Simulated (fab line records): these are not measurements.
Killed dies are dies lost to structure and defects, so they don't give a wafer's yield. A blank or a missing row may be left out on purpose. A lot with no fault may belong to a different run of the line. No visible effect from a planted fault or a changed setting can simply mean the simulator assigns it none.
One fault seen from 2 desks + flow gf180mcu + only its own numbers are on each desk; what lay behind them is given at the end

FROM THE METROLOGY DESK
What the gauges read, lot by lot, whatever tool the lot ran on: means of the sampled wafers that have a number. A lot is out of limits, marked OUT, if its mean lies more than 4 standard deviations from the usual mean; the brackets give that distance.
Columns: A = POLY_GATE_OXIDATION_THK at GF_POLY_GATE_THK_MEAS_17, usual 4.02 nm; B = V1_W_THK at GF_V1_THK_MEAS_25, usual 353 nm
| lot  | first seen here | A              | B   |
|------|-----------------|----------------|-----|
| L994 | day 9 04:37     | 4.04           | 349 |
| L996 | day 10 00:36    | 3.99           | 363 |
| L997 | day 10 04:45    | 3.90           | 352 |
| L998 | day 10 11:08    | 4.00           | 356 |
| L104 | day 12 06:43    | 4.03           | 351 |
| L106 | day 12 20:48    | 3.06 (-12) OUT | 352 |
| L107 | day 13 02:50    | 2.97 (-14) OUT | 351 |
| L108 | day 13 08:47    | 3.04 (-13) OUT | 358 |
| L112 | day 14 16:45    | 4.03           | 351 |
| L114 | day 15 07:35    | 4.11           | 353 |
| L115 | day 15 14:20    | 4.17           | 357 |
| L117 | day 16 00:19    | 4.08           | 350 |
This desk's result: L106, L107, L108 out of limits, first on L106 (POLY_GATE_OXIDATION_THK at GF_POLY_GATE_THK_MEAS_17), day 12 20:48. L994, L996, L997, L998, L104, L112, L114, L115, L117: within limits.

THE TOOL OWNER'S DESK: furnace-02
The tool's own readings at GF_POLY_GATE_OXIDATION_16 (stabilise 600 s, purge 300 s, target thk 4 nm): means of the sampled wafers that have a number, for each lot that ran on this tool. A lot is out of limits, marked OUT, if its mean lies more than 4 standard deviations from the usual mean; the brackets give that distance.
Columns: A = spike tc bottom C at GF_POLY_GATE_OXIDATION_16, usual 868.5 C; B = spike tc centre C at GF_POLY_GATE_OXIDATION_16, usual 851.5 C; C = spike tc lower C at GF_POLY_GATE_OXIDATION_16, usual 850.0 C; D = spike tc top C at GF_POLY_GATE_OXIDATION_16, usual 867.3 C; E = spike tc upper C at GF_POLY_GATE_OXIDATION_16, usual 850.0 C; F = zone power bottom pct at GF_POLY_GATE_OXIDATION_16, usual 26.2 %; G = zone power centre pct at GF_POLY_GATE_OXIDATION_16, usual 17.79 %
| lot  | first seen here | A               | B               | C               | D               | E               | F    | G     |
|------|-----------------|-----------------|-----------------|-----------------|-----------------|-----------------|------|-------|
| L994 | day 9 03:22     | 869.9           | 852.4           | 852.2           | 866.3           | 851.1           | 29.4 | 18.04 |
| L996 | day 9 23:20     | 870.2           | 852.4           | 850.6           | 866.2           | 850.4           | 29.4 | 18.05 |
| L998 | day 10 09:53    | 869.5           | 852.3           | 851.6           | 866.5           | 849.5           | 29.2 | 17.75 |
| L104 | day 12 05:27    | 868.9           | 851.7           | 851.4           | 866.1           | 850.0           | 29.2 | 17.87 |
| L106 | day 12 19:33    | 846.5 (-17) OUT | 828.8 (-23) OUT | 828.1 (-14) OUT | 844.7 (-16) OUT | 827.0 (-25) OUT | 27.2 | 16.85 |
| L107 | day 13 01:34    | 847.7 (-16) OUT | 829.4 (-22) OUT | 828.1 (-14) OUT | 843.8 (-17) OUT | 828.6 (-23) OUT | 27.8 | 17.00 |
| L108 | day 13 07:31    | 847.7 (-16) OUT | 829.7 (-22) OUT | 829.0 (-13) OUT | 844.6 (-16) OUT | 828.2 (-23) OUT | 27.6 | 16.81 |
Finding of this desk: L106, L107, L108 out of limits; the first was L106 at day 12 19:33, on spike tc bottom C at GF_POLY_GATE_OXIDATION_16. L994, L996, L998, L104: within limits.

BROUGHT TOGETHER
On L106, L107, L108, at day 12 19:33, an alarm was possible from the tool owner's desk.
Metrology desk: alarm possible at day 12 20:48 on L106, L107, L108.
On furnace-02, each named lot ran GF_POLY_GATE_OXIDATION_16.

WHAT THE SIMULATOR HAD PUT IN
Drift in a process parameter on furnace-02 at GF_POLY_GATE_OXIDATION_16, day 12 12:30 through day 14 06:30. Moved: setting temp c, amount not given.
Struck lots among those shown: L106, L107, L108.
Hours from the fault's start to each desk's first reading out of limits: the tool owner's desk, 7; the metrology desk, 8.
